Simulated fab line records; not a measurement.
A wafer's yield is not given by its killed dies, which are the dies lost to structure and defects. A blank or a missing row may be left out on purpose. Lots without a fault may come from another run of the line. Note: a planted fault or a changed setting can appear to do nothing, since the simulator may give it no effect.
fab line records	flow sky130
record: lots: 6	wafers: 18	last-day: 51
route steps=708 shown VIA4@652 METAL5@661 PAD_OPEN@708
lots untouched by any fault: they come from a run of this same line in which no faults occurred
start-h: start of the lot's first displayed wafer, in hours after the record's first day	wait-h: hours since the lot's step before	" identical to the entry in the row above	L1.1+2: one row covering several wafers at once	- either no value or no given start	* or withheld: withheld	< > ~ a bound
route shown NAME@n: a module of which the file shows steps, and the number in the route of the first	usual: average and standard deviation across the fault-free wafers	same: alike in all rows	chamber/n: place in a boat	sites: readings site by site	_std_site: the values' standard deviation	_edge_site: the outer-site mean with the inner-site mean subtracted	radius-mm: for every site, how far away it sits from the centre of the wafer	mask NAME#n: copy n	behind: the most recent tool/chamber to have shaped the wafer	hold: what put the lot on hold/how long, in hours/how the hold closed	device: the transistor (n, p or np) that didn't switch	end of line: tests run on the same wafers once the route is complete	a step with no rows: only its recipe	killed: dies lost to structure and defects at the first sort, not the wafer's yield	map: dies across one wafer; x = killed, . = not, _ = none there
set.NAME: setting as actually run; set.NAME@STEP: the setting as run at that earlier step	model.NAME: the simulator's own value behind a step, which no gauge read
a table for each step, a row for each wafer; lots at some steps of the route
services: from which hour (start-h, from the record's first day; less than 0 if before it) a tool's chamber was out of use, for how many hours, and why
== steps ==
step: SKY_VIA4_STRIP_13
recipe: chemistry: O2/N2	power-w: 1400	pressure-mtorr: 1500	platen-temp-c: withheld	o2-flow-sccm: 3000	n2-flow-sccm: 300	overash-fraction: 0.5
usual: drypump-motor-current-A: 5.7/0.55	oes-product-au: 0.710/0.0046	strip-time-to-endpoint-s: 12.81/0.036
lot.wafer	tool	chamber	start-h	wait-h	drypump-motor-current-A	oes-product-au	rf-hours-counter-h	strip-time-to-endpoint-s
L374.2	plasma-asher-01	0	1040.87	-	5.3	0.705	64	12.80
L374.4	"	1	"	"	6.2	0.711	-	12.80
L374.5	"	0	"	"	5.3	0.715	-	12.80
L376.1	plasma-asher-01	1	1048.72	-	6.2	0.712	65	12.78
L376.2	"	0	"	"	5.3	0.716	65	12.77
L376.6	"	0	"	"	5.4	0.713	-	12.85
L382.1	plasma-asher-01	0	1098.57	-	5.4	0.710	70	12.87
L382.2	"	1	"	"	6.2	0.708	70	12.84
L382.5	"	1	"	"	6.2	0.709	-	12.79
L385.1	plasma-asher-02	0	1117.32	-	6.2	0.714	27	12.77
L385.2	"	1	"	"	4.8	0.702	27	12.79
L385.5	"	1	"	"	4.7	0.699	-	12.82
L389.2	plasma-asher-02	1	1143.66	-	4.8	0.709	29	12.82
L389.4	"	1	"	"	4.8	0.705	-	12.74
L389.5	"	1	"	"	4.7	0.707	-	12.70
L395.1	plasma-asher-02	1	1165.27	-	4.7	0.707	31	12.80
L395.2	"	0	"	"	6.2	0.701	31	12.83
L395.3	"	0	"	"	6.2	0.711	-	12.81
step: SKY_VIA4_STRIP_14
recipe: chemistry: post-etch-residue-remover	time-s: 1200	temp-c: 72.5
step: SKY_VIA4_CLEAN_15
recipe: chemistry: IPA	time-s: 180	temp-c: 25
step: SKY_VIA4_CLEAN_16
recipe: chemistry: O3/DIW	dry: n2-spin
step: SKY_VIA4_SPUTTER_17
recipe: material: TiN	target-thk-nm: 20	chamber-pressure-pa: 5	power-w: 4000	time-s: 80
usual: throttle-valve-pct: 30.2/0.89
lot.wafer	tool	chamber	start-h	wait-h	throttle-valve-pct
L374.2	pvd-sputter-02	-	1041.51	0.0	28.7
L374.4	"	-	"	"	30.5
L374.5	"	-	"	"	30.4
L376.1	pvd-sputter-01	-	1049.36	0.0	31.1
L376.2	"	-	"	"	31.0
L376.6	"	-	"	"	31.0
L382.1	pvd-sputter-01	-	1099.17	0.0	31.2
L382.2	"	-	"	"	31.0
L382.5	"	-	"	"	31.2
L385.1	pvd-sputter-04	-	1117.95	0.0	30.7
L385.2	"	-	"	"	30.3
L385.5	"	-	"	"	30.6
L389.2	pvd-sputter-01	-	1145.15	0.0	31.8
L389.4	"	-	"	"	31.1
L389.5	"	-	"	"	31.7
L395.1	pvd-sputter-02	-	1165.96	0.0	29.8
L395.2	"	-	"	"	30.3
L395.3	"	-	"	"	28.6
step: SKY_VIA4_CVD_18
recipe: material: W	target-thk-nm: 505	time-s: 152.14	temp-c: 400	pressure-torr: 40
usual: heater-power-w: 885/94
lot.wafer	tool	chamber	start-h	wait-h	heater-power-w
L374.2	cvd-w-01	1	1041.57	0.0	900
L374.4	"	1	"	"	920
L374.5	"	0	"	"	989
L376.1	cvd-w-01	1	1049.42	0.0	908
L376.2	"	0	"	"	997
L376.6	"	0	"	"	993
L382.1	cvd-w-02	0	1099.23	0.0	741
L382.2	"	1	"	"	907
L382.5	"	0	"	"	744
L385.1	cvd-w-02	1	1118.01	0.0	905
L385.2	"	0	"	"	740
L385.5	"	0	"	"	752
L389.2	cvd-w-02	0	1145.21	0.0	741
L389.4	"	1	"	"	923
L389.5	"	0	"	"	763
L395.1	cvd-w-02	1	1166.02	0.0	920
L395.2	"	0	"	"	754
L395.3	"	0	"	"	726
step: SKY_VIA4_RS_MEAS_19
recipe: thk-meas-gauge: four-point-probe	reads: W_of_VIA4_CVD_18+TiN_of_VIA4_SPUTTER_17
usual: VIA4_W_RS: 0.2266/0.0024
lot.wafer	tool	chamber	start-h	wait-h	VIA4_W_RS[ohm/sq]
L374.2	film-metro-02	-	1041.74	0.1	0.2248
L374.4	"	-	"	"	0.2237
L374.5	"	-	"	"	0.2267
L376.1	film-metro-04	-	1049.57	0.1	0.2240
L376.2	"	-	"	"	0.2245
L376.6	"	-	"	"	0.2269
L382.1	film-metro-04	-	1099.38	0.1	0.2246
L382.2	"	-	"	"	0.2292
L382.5	"	-	"	"	0.2258
L385.1	film-metro-02	-	1118.16	0.1	0.2320
L385.2	"	-	"	"	0.2260
L385.5	"	-	"	"	0.2274
L389.2	film-metro-02	-	1145.38	0.1	0.2257
L389.4	"	-	"	"	0.2274
L389.5	"	-	"	"	0.2242
L395.1	film-metro-04	-	1166.17	0.1	0.2277
L395.2	"	-	"	"	0.2244
L395.3	"	-	"	"	0.2215
step: SKY_VIA4_THK_MEAS_20
recipe: thk-meas-gauge: xrf	reads: W_of_VIA4_CVD_18
usual: VIA4_W_THK: 515/6.1
lot.wafer	tool	chamber	start-h	wait-h	VIA4_W_THK[nm]
L374.2	film-metro-02	-	1041.85	0.1	521
L374.4	"	-	"	"	522
L374.5	"	-	"	"	516
L376.1	film-metro-04	-	1049.69	0.1	526
L376.2	"	-	"	"	521
L376.6	"	-	"	"	515
L382.1	film-metro-04	-	1099.50	0.1	522
L382.2	"	-	"	"	513
L382.5	"	-	"	"	520
L385.1	film-metro-02	-	1118.28	0.1	507
L385.2	"	-	"	"	517
L385.5	"	-	"	"	513
L389.2	film-metro-02	-	1145.49	0.1	513
L389.4	"	-	"	"	510
L389.5	"	-	"	"	517
L395.1	film-metro-04	-	1166.29	0.1	513
L395.2	"	-	"	"	522
L395.3	"	-	"	"	529
step: SKY_VIA4_CMP_21
recipe: stop-on: SiO2	t-overpolish-s: 25	down-force-psi: 3.5	platen-rpm: 60	target-thk-nm: 0	pad-velocity-m-s: 0.94248
usual: edge-zone-pressure-frac: 1.000/0.0046	motor-current-A: 11.1/1.1	overpolish-run-s: 25.000/0.0094	platen-rpm: 60.00/0.039	time-to-endpoint-s: 123/5
lot.wafer	tool	chamber	start-h	wait-h	edge-zone-pressure-frac	motor-current-A	overpolish-run-s	platen-rpm	time-to-endpoint-s
L374.4	cmp-02	3	1041.95	0.1	1.003	13.7	24.997	60.04	128
L374.2	"	0	"	"	1.001	10.7	24.996	60.00	123
L374.5	"	2	"	"	0.999	11.1	25.020	59.99	116
L376.1	cmp-02	2	1049.83	0.1	1.001	10.4	25.010	60.05	120
L376.2	"	0	"	"	0.999	11.0	24.991	60.02	120
L376.6	"	2	"	"	0.990	11.0	25.014	60.04	116
L382.2	cmp-02	1	1099.66	0.1	1.007	13.1	25.000	60.00	124
L382.1	"	2	"	"	0.999	10.8	25.013	60.04	121
L382.5	"	0	"	"	0.997	10.1	24.990	60.03	122
L385.1	cmp-02	2	1118.39	0.1	1.007	10.6	25.000	59.98	113
L385.2	"	3	"	"	0.993	13.0	24.992	59.97	122
L385.5	"	2	"	"	0.994	10.5	25.002	60.04	117
L389.2	cmp-01	0	1145.58	0.1	0.996	9.6	24.985	60.01	117
L389.4	"	2	"	"	0.995	10.5	24.976	59.94	126
L389.5	"	1	"	"	0.999	11.0	25.004	59.99	122
L395.3	cmp-01	0	1166.35	0.0	1.000	10.3	25.021	60.02	120
L395.2	"	1	"	"	0.997	11.1	24.979	59.95	130
L395.1	"	2	"	"	1.006	10.9	24.977	59.92	126
step: SKY_METAL5_SPUTTER_00
recipe: material: Ti	target-thk-nm: 15	power-w: 3000	time-s: 10	chamber-pressure-pa: 0.4
step: SKY_METAL5_SPUTTER_01
recipe: material: TiN	target-thk-nm: 20	power-w: 6500	time-s: 16.7	chamber-pressure-pa: 0.4
step: SKY_METAL5_SPUTTER_02
recipe: material: AlCu	target-thk-nm: 1150	power-w: 10600	time-s: 61.2	chamber-pressure-pa: 0.4
step: SKY_METAL5_SPUTTER_03
recipe: material: Ti	target-thk-nm: 5	power-w: 3000	time-s: 3.3	chamber-pressure-pa: 0.4
usual: throttle-valve-pct: 29.4/0.86
lot.wafer	tool	chamber	start-h	wait-h	throttle-valve-pct	model.Ti_of_METAL5_SPUTTER_03.thk-nm
L374.2	pvd-sputter-04	-	1042.30	0.0	29.7	4.755
L374.4	"	-	"	"	28.9	4.819
L374.5	"	-	"	"	28.6	4.763
L376.1	pvd-sputter-04	-	1050.23	0.0	29.9	4.999
L376.2	"	-	"	"	28.9	5.124
L376.6	"	-	"	"	29.6	5.009
L382.1	pvd-sputter-03	-	1099.97	0.0	27.8	3.548
L382.2	"	-	"	"	28.2	4.926
L382.5	"	-	"	"	28.1	5.015
L385.1	pvd-sputter-03	-	1118.74	0.0	28.2	3.742
L385.2	"	-	"	"	28.1	5.258
L385.5	"	-	"	"	28.2	5.04
L389.2	pvd-sputter-02	-	1145.98	0.0	29.3	5.101
L389.4	"	-	"	"	28.9	4.997
L389.5	"	-	"	"	29.6	5.126
L395.1	pvd-sputter-02	-	1166.75	0.0	29.9	4.731
L395.2	"	-	"	"	30.8	4.922
L395.3	"	-	"	"	29.6	4.95
step: SKY_METAL5_SPUTTER_04
recipe: material: TiN	target-thk-nm: 70	power-w: 6500	time-s: 58.3	chamber-pressure-pa: 0.4
usual: throttle-valve-pct: 29.4/0.85
lot.wafer	tool	chamber	start-h	wait-h	throttle-valve-pct
L374.2	pvd-sputter-04	-	1042.32	0.0	29.7
L374.4	"	-	"	"	28.6
L374.5	"	-	"	"	28.9
L376.1	pvd-sputter-04	-	1050.25	0.0	30.2
L376.2	"	-	"	"	28.8
L376.6	"	-	"	"	29.7
L382.1	pvd-sputter-03	-	1099.99	0.0	28.0
L382.2	"	-	"	"	28.0
L382.5	"	-	"	"	28.0
L385.1	pvd-sputter-03	-	1118.76	0.0	28.0
L385.2	"	-	"	"	28.0
L385.5	"	-	"	"	28.2
L389.2	pvd-sputter-02	-	1146.00	0.0	29.3
L389.4	"	-	"	"	28.6
L389.5	"	-	"	"	29.4
L395.1	pvd-sputter-02	-	1166.77	0.0	29.7
L395.2	"	-	"	"	30.4
L395.3	"	-	"	"	29.4
step: SKY_PAD_OPEN_PROBE_99
usual: defect-limited-yield: 82.6/1.7	killed_at_M0_to_M3: 43/7	killed_at_M4_up: 3.1/1.5	killed-at-contacts: 23/4.9	killed-at-front-end: 16/3.9	killed-at-other: 0.3/0.52	killed-dies: 86/8.2	killed-open: 47/6.1	killed-short: 38/5.8	sort_bin_3_pad_short: 0.8/0.41	sort_bin_5_function: 10.2/1.3	sort_bin_6_memory: 6.4/1.1	sort-n-pass: 406/8.2	sort-yield-pct: 82.6/1.7
same: gross-dies: 492	killed-at-back-side: 0	sort_bin_4_leakage[%]: 0	sort_bin_8_speed[%]: 0
lot.wafer	tool	chamber	start-h	wait-h	defect-limited-yield[%]	killed_at_M0_to_M3	killed_at_M4_up	killed-at-contacts	killed-at-front-end	killed-at-other	killed-dies	killed-open	killed-short	sort_bin_3_pad_short[%]	sort_bin_5_function[%]	sort_bin_6_memory[%]	sort-n-pass	sort-yield-pct[%]
L374.2	prober-02	-	1112.20	0.1	81.7	48	2	25	15	0	90	50	40	0.8	10.6	6.9	402	81.7
L374.4	prober-02	-	1112.30	0.2	79.1	43	5	30	25	0	103	59	44	1.2	12.4	7.3	389	79.1
L374.5	prober-02	-	1112.35	0.2	82.7	43	3	26	13	0	85	49	36	0.4	8.5	8.3	407	82.7
L385.1	prober-02	-	1180.67	0.1	80.5	50	3	24	18	1	96	54	42	0.6	9.6	9.3	396	80.5
L389.2	prober-02	-	1205.31	0.1	80.9	45	4	31	13	1	94	51	43	1.8	10.0	7.3	398	80.9
L389.4	prober-02	-	1205.41	0.2	82.3	39	2	27	19	0	87	46	40	1.4	8.9	7.3	405	82.3
L389.5	prober-02	-	1205.46	0.2	80.9	46	3	24	21	0	94	47	46	2.0	10.4	6.7	398	80.9
killed by level:class
L374.2 VIA2:geometric-particle:open=9 VIA1:geometric-particle:open=7 CONTACT:geometric-particle:open=7 VIA3:geometric-particle:open=7 CONTACT:geometric-particle:short=6 METAL2:geometric-particle:short=6 POLY_GATE:geometric-particle:short=5 LI_CONTACT:geometric-particle:open=5
L374.4 LI_CONTACT:geometric-particle:open=12 CONTACT:geometric-particle:open=10 VIA3:geometric-particle:open=9 POLY_GATE:geometric-particle:open=9 METAL3:geometric-particle:short=7 POLY_GATE:geometric-particle:short=6 VIA1:geometric-particle:open=6 VIA1:geometric-particle:short=5
L374.5 VIA1:geometric-particle:open=11 CONTACT:geometric-particle:open=9 METAL2:geometric-particle:short=7 POLY_GATE:geometric-particle:open=6 LI_CONTACT:geometric-particle:open=6 VIA3:geometric-particle:open=6 VIA2:geometric-particle:open=5 VIA3:geometric-particle:short=5
L385.1 VIA1:geometric-particle:open=12 CONTACT:geometric-particle:open=10 VIA2:geometric-particle:open=9 POLY_GATE:geometric-particle:short=6 LI_CONTACT:geometric-particle:open=6 FIELD_ISO:geometric-particle:open=5 METAL2:geometric-particle:short=5 FIELD_ISO:geometric-particle:short=4
L389.2 CONTACT:geometric-particle:open=13 METAL1:geometric-particle:short=10 VIA3:geometric-particle:open=10 VIA1:geometric-particle:open=9 CONTACT:geometric-particle:short=7 LI_CONTACT:geometric-particle:open=5 FIELD_ISO:geometric-particle:open=4 VIA2:geometric-particle:open=4
L389.4 CONTACT:geometric-particle:open=8 POLY_GATE:geometric-particle:short=7 LI_CONTACT:geometric-particle:open=7 VIA2:geometric-particle:open=7 FIELD_ISO:geometric-particle:open=6 METAL1:geometric-particle:short=6 CONTACT:geometric-particle:short=5 VIA3:geometric-particle:open=5
L389.5 CONTACT:geometric-particle:open=9 VIA1:geometric-particle:open=8 METAL2:geometric-particle:short=7 METAL1:geometric-particle:short=7 VIA3:geometric-particle:open=6 CONTACT:geometric-particle:short=5 VIA1:geometric-particle:short=5 FIELD_ISO:geometric-particle:open=4
== services ==
tool	chamber	start-h	hours	kind
pvd-sputter-03	-	1019.54	3.4	repair
pvd-sputter-01	-	1037.97	3.9	repair
plasma-asher-02	-	1040.53	3.1	repair
cmp-02	-	1086.85	4.0	pm
cvd-w-02	0	1089.60	3.8	repair
cmp-02	-	1090.85	-	consumable-replace:conditioner
cmp-02	-	1090.85	-	consumable-replace:pad
cmp-01	-	1105.78	2.1	repair
cvd-w-02	1	1121.80	8.5	repair
cmp-01	-	1124.93	1.4	repair
pvd-sputter-03	-	1127.92	2.9	repair
cvd-w-01	0	1134.59	4.0	repair
cmp-01	-	1139.07	5.1	pm
cvd-w-02	-	1141.79	2.8	pm
== key ==
first-sign none at tools or gauges
model-effect: step: SKY_METAL5_SPUTTER_03	value: Ti_of_METAL5_SPUTTER_03.thk-nm	without: 4.93	struck: 3.645
met-at SKY_METAL5_SPUTTER_03
struck-wafers L382.1,L385.1
fault: kind: process-parameter-drift	tool: pvd-sputter-03	chamber: -	onset-h: 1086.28	steps: SKY_METAL5_SPUTTER_03	channel: time-s	offset: *	shape: step	end-h: 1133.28	scope: struck-wafers-only	acts-in: *	stated: *
